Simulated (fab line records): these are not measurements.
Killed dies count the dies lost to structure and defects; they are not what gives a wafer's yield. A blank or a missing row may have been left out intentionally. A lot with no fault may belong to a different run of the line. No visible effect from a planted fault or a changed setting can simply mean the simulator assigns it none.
What tool caused it? || flow gf180mcu || 13 lots, 39 wafers sampled, at 4 steps of a route of 602

## WHAT THE GAUGES SHOWED, per wafer
GF_M4_THK_MEAS_06: measures by xrf. Usual: for M4_ALCU_THK the level is 455 nm and the standard deviation is 6.1.
{"lot": "L685", "measured": "day 22 14:13", "on": "filmMetro-03", "M4_ALCU_THK (nm)": "458 450 454", "flag": ""}
{"lot": "L687", "measured": "day 23 12:36", "on": "filmMetro-01", "M4_ALCU_THK (nm)": "456 458 457", "flag": ""}
{"lot": "L689", "measured": "day 23 19:50", "on": "filmMetro-03", "M4_ALCU_THK (nm)": "456 463 462", "flag": ""}
{"lot": "L692", "measured": "day 25 00:40", "on": "filmMetro-01", "M4_ALCU_THK (nm)": "457 460 457", "flag": ""}
{"lot": "L693", "measured": "day 25 07:52", "on": "filmMetro-04", "M4_ALCU_THK (nm)": "451 460 456", "flag": ""}
{"lot": "L694", "measured": "day 25 18:52", "on": "filmMetro-04", "M4_ALCU_THK (nm)": "467 467 470", "flag": ""}
{"lot": "L695", "measured": "day 26 05:03", "on": "filmMetro-01", "M4_ALCU_THK (nm)": "454 457 455", "flag": ""}
{"lot": "L696", "measured": "day 26 11:00", "on": "filmMetro-04", "M4_ALCU_THK (nm)": "446 453 455", "flag": ""}
{"lot": "L700", "measured": "day 27 11:26", "on": "filmMetro-01", "M4_ALCU_THK (nm)": "456 456 459", "flag": ""}
{"lot": "L703", "measured": "day 28 07:02", "on": "filmMetro-03", "M4_ALCU_THK (nm)": "455 460 455", "flag": ""}
{"lot": "L706", "measured": "day 29 09:19", "on": "filmMetro-03", "M4_ALCU_THK (nm)": "463 456 454", "flag": ""}
{"lot": "L707", "measured": "day 29 14:59", "on": "filmMetro-01", "M4_ALCU_THK (nm)": "459 454 461", "flag": ""}
{"lot": "L708", "measured": "day 29 16:27", "on": "filmMetro-03", "M4_ALCU_THK (nm)": "449 447 450", "flag": ""}

GF_V4_CD_MEAS_14: the cd target is 260 nm. Usual: cdNm 260.2 nm, standard deviation 1.3.
{"lot": "L685", "measured": "day 24 11:59", "on": "cdSem-02", "cdNm (nm)": "259.5 259.6 260.4", "flag": ""}
{"lot": "L687", "measured": "day 25 09:17", "on": "cdSem-01", "cdNm (nm)": "259.8 261.4 260.6", "flag": ""}
{"lot": "L689", "measured": "day 25 17:11", "on": "cdSem-01", "cdNm (nm)": "261.0 260.2 260.5", "flag": ""}
{"lot": "L692", "measured": "day 26 20:14", "on": "cdSem-02", "cdNm (nm)": "260.6 260.0 260.1", "flag": ""}
{"lot": "L693", "measured": "day 27 02:22", "on": "cdSem-02", "cdNm (nm)": "260.5 260.2 260.4", "flag": ""}
{"lot": "L694", "measured": "day 27 13:29", "on": "cdSem-02", "cdNm (nm)": "261.7 261.1 261.6", "flag": ""}
{"lot": "L695", "measured": "day 27 23:25", "on": "cdSem-01", "cdNm (nm)": "259.0 260.9 261.6", "flag": ""}
{"lot": "L696", "measured": "day 28 05:10", "on": "cdSem-02", "cdNm (nm)": "257.9 258.0 258.1", "flag": ""}
{"lot": "L700", "measured": "day 29 03:53", "on": "cdSem-02", "cdNm (nm)": "260.6 261.9 259.9", "flag": ""}
{"lot": "L703", "measured": "day 29 23:04", "on": "cdSem-01", "cdNm (nm)": "261.2 260.9 261.2", "flag": ""}
{"lot": "L706", "measured": "day 31 00:28", "on": "cdSem-01", "cdNm (nm)": "262.5 262.4 262.2", "flag": ""}
{"lot": "L707", "measured": "day 31 04:43", "on": "cdSem-01", "cdNm (nm)": "260.2 260.9 259.2", "flag": ""}
{"lot": "L708", "measured": "day 31 05:42", "on": "cdSem-02", "cdNm (nm)": "260.3 261.2 260.7", "flag": ""}

GF_MIM_THK_MEAS_06. Usual: for MIM_CVD_05_THK the level is 42.2 nm and the standard deviation is 0.61.
{"lot": "L685", "measured": "day 24 13:45", "on": "filmMetro-02", "MIM_CVD_05_THK (nm)": "41.7 42.2 42.5", "flag": ""}
{"lot": "L687", "measured": "day 25 11:02", "on": "filmMetro-03", "MIM_CVD_05_THK (nm)": "41.8 42.4 42.6", "flag": ""}
{"lot": "L689", "measured": "day 25 18:58", "on": "filmMetro-01", "MIM_CVD_05_THK (nm)": "41.1 41.6 42.4", "flag": ""}
{"lot": "L692", "measured": "day 26 22:18", "on": "filmMetro-02", "MIM_CVD_05_THK (nm)": "41.5 43.0 42.5", "flag": ""}
{"lot": "L693", "measured": "day 27 04:29", "on": "filmMetro-03", "MIM_CVD_05_THK (nm)": "41.5 41.9 42.0", "flag": ""}
{"lot": "L694", "measured": "day 27 15:17", "on": "filmMetro-01", "MIM_CVD_05_THK (nm)": "42.1 42.9 42.6", "flag": ""}
{"lot": "L695", "measured": "day 28 01:10", "on": "filmMetro-01", "MIM_CVD_05_THK (nm)": "41.9 42.5 42.6", "flag": ""}
{"lot": "L696", "measured": "day 28 06:58", "on": "filmMetro-02", "MIM_CVD_05_THK (nm)": "44.7 42.5 42.3", "flag": ""}
{"lot": "L700", "measured": "day 29 05:39", "on": "filmMetro-02", "MIM_CVD_05_THK (nm)": "44.9 41.2 42.1", "flag": ""}
{"lot": "L703", "measured": "day 30 00:50", "on": "filmMetro-01", "MIM_CVD_05_THK (nm)": "41.6 42.3 43.2", "flag": ""}
{"lot": "L706", "measured": "day 31 02:13", "on": "filmMetro-01", "MIM_CVD_05_THK (nm)": "42.0 42.1 42.1", "flag": ""}
{"lot": "L707", "measured": "day 31 06:28", "on": "filmMetro-03", "MIM_CVD_05_THK (nm)": "42.0 42.3 42.4", "flag": ""}
{"lot": "L708", "measured": "day 31 07:31", "on": "filmMetro-02", "MIM_CVD_05_THK (nm)": "40.8 41.6 41.4", "flag": ""}

## EACH LOT AND THE TOOL THAT RAN IT (in order: tool; ch and the chambers of the sampled wafers; start)
{"lot": "L685", "GF_MIM_CVD_05": "pecvd-02 ch 0,1,2, day 24 13:42"}
{"lot": "L687", "GF_MIM_CVD_05": "pecvd-01 ch 0,2, day 25 10:59"}
{"lot": "L689", "GF_MIM_CVD_05": "pecvd-01 ch 1,2, day 25 18:55"}
{"lot": "L692", "GF_MIM_CVD_05": "pecvd-01 ch 0,1, day 26 22:16"}
{"lot": "L693", "GF_MIM_CVD_05": "pecvd-01 ch 0,1, day 27 04:26"}
{"lot": "L694", "GF_MIM_CVD_05": "pecvd-04 ch 0,1,2, day 27 15:15"}
{"lot": "L695", "GF_MIM_CVD_05": "pecvd-01 ch 0,2, day 28 01:08"}
{"lot": "L696", "GF_MIM_CVD_05": "pecvd-01 ch 1,2, day 28 06:55"}
{"lot": "L700", "GF_MIM_CVD_05": "pecvd-01 ch 0,1,2, day 29 05:37"}
{"lot": "L703", "GF_MIM_CVD_05": "pecvd-04 ch 0,1, day 30 00:47"}
{"lot": "L706", "GF_MIM_CVD_05": "pecvd-04 ch 1,2, day 31 02:11"}
{"lot": "L707", "GF_MIM_CVD_05": "pecvd-02 ch 0,1,2, day 31 06:24"}
{"lot": "L708", "GF_MIM_CVD_05": "pecvd-02 ch 1,2, day 31 07:28"}
- GF_MIM_CVD_05: deposits Si3N4, target thk 42 nm, time 29.086 s.

## AS READ BY THE TOOLS THEMSELVES (means over the sampled wafers that have a number; for cases with no such wafer, the mark the record gives instead)
GF_MIM_CVD_05. Usual: heaterPowerW 647 W, standard deviation 63.
{"lot": "L685", "tool": "pecvd-02", "heaterPowerW (W)": 611, "flag": ""}
{"lot": "L687", "tool": "pecvd-01", "heaterPowerW (W)": 714, "flag": ""}
{"lot": "L689", "tool": "pecvd-01", "heaterPowerW (W)": 665, "flag": ""}
{"lot": "L692", "tool": "pecvd-01", "heaterPowerW (W)": 589, "flag": ""}
{"lot": "L693", "tool": "pecvd-01", "heaterPowerW (W)": 592, "flag": ""}
{"lot": "L694", "tool": "pecvd-04", "heaterPowerW (W)": 660, "flag": ""}
{"lot": "L695", "tool": "pecvd-01", "heaterPowerW (W)": 711, "flag": ""}
{"lot": "L696", "tool": "pecvd-01", "heaterPowerW (W)": 686, "flag": ""}
{"lot": "L700", "tool": "pecvd-01", "heaterPowerW (W)": 683, "flag": ""}
{"lot": "L703", "tool": "pecvd-04", "heaterPowerW (W)": 626, "flag": ""}
{"lot": "L706", "tool": "pecvd-04", "heaterPowerW (W)": 650, "flag": ""}
{"lot": "L707", "tool": "pecvd-02", "heaterPowerW (W)": 616, "flag": ""}
{"lot": "L708", "tool": "pecvd-02", "heaterPowerW (W)": 692, "flag": ""}

## THE ANSWER, worked out from the rows above alone
Rule: lot off if the mean of its wafers having a number is beyond 3 standard deviations from the usual mean. A lot without any number at a reading at which 4 lots or more have one is off too. Any other lot the step has rows for is counted as sound. Order of review: gauges by route order, followed by the tools' own readings, for which a lot's mean as printed above is used. At the first step where some lot is off, the reading lying furthest off is the one used; lots without a number count as furthest.
None of the lots is off at any reading shown; this tells nothing.

## WHAT THE SIMULATOR PUT IN
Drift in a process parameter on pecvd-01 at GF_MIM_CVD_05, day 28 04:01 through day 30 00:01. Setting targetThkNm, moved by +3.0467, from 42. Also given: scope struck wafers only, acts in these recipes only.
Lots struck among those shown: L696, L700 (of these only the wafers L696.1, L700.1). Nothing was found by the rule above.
